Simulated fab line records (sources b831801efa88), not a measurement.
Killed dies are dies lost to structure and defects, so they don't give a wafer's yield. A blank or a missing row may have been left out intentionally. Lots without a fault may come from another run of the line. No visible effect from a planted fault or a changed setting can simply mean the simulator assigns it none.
Matching of chambers + flow gf180mcu + 3 sister chambers for GF_V4_CVD_02 on pecvd-03
The step deposits SiO2 from TEOS, target thk 850 nm, time 94.851 s. 14 wafers are shown with their chamber, then 7 later ones without.

WAFERS WITH THEIR CHAMBER
| wafer  | chamber | heaterPowerW (W) | susceptorTempC (C) |
|--------|---------|------------------|--------------------|
| L075.3 | 2       | 571              | 400.25             |
| L075.4 | 1       | 765              | 400.04             |
| L075.5 | 2       | 609              | 400.34             |
| L084.1 | 0       | 519              | 400.13             |
| L084.3 | 2       | 692              | 399.95             |
| L084.6 | 2       | 547              | 400.38             |
| L085.3 | 2       | 674              | 399.90             |
| L085.4 | 0       | 423              | 399.99             |
| L085.5 | 2       | 703              | 399.77             |
| L088.1 | 1       | 761              | 399.96             |
| L088.2 | 2       | 599              | 399.97             |
| L088.6 | 0       | 510              | 399.67             |
| L093.1 | 1       | 735              | 400.21             |
| L093.2 | 2       | 674              | 399.68             |

SIGNATURES (averages over the wafers above)
| reading        | chamber 0 | chamber 1 | chamber 2 | scatter within a chamber |
|----------------|-----------|-----------|-----------|--------------------------|
| heaterPowerW   | 484.00    | 753.67    | 633.62    | 53                       |
| susceptorTempC | 399.9300  | 400.0700  | 400.0300  | 0.239                    |
Rule: distance of a wafer from a chamber = root of the sum over the readings of ((wafer's reading minus chamber's mean) / reading's scatter) squared. The wafer belongs to the nearest chamber; if the next one is less than 2 further off, it can't be placed. The scatter: the root of (the sum of the squares of (reading less its chamber's mean) over the shown wafers, divided by (wafers less chambers)).

WAFERS MISSING THEIR CHAMBER
| wafer  | heaterPowerW (W) | susceptorTempC (C) |
|--------|------------------|--------------------|
| L093.5 | 423              | 400.14             |
| L094.2 | 665              | 400.22             |
| L094.3 | 703              | 399.97             |
| L094.6 | 739              | 399.87             |
| L097.2 | 695              | 400.03             |
| L097.5 | 541              | 400.24             |
| L097.6 | 678              | 400.00             |

THE CHAMBER EACH PASSED THROUGH
| wafer  | from the rows above     | in truth |
|--------|-------------------------|----------|
| L093.5 | 0                       | 0        |
| L094.2 | can't be placed: 2 or 1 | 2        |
| L094.3 | can't be placed: 1 or 2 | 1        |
| L094.6 | can't be placed: 1 or 2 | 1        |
| L097.2 | can't be placed: 1 or 2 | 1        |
| L097.5 | can't be placed: 0 or 2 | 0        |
| L097.6 | can't be placed: 2 or 1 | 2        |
Correctly placed: 1 of 7. These rows do not allow placing 6 (true chamber among the candidates in 6). Placed wrongly: 0.
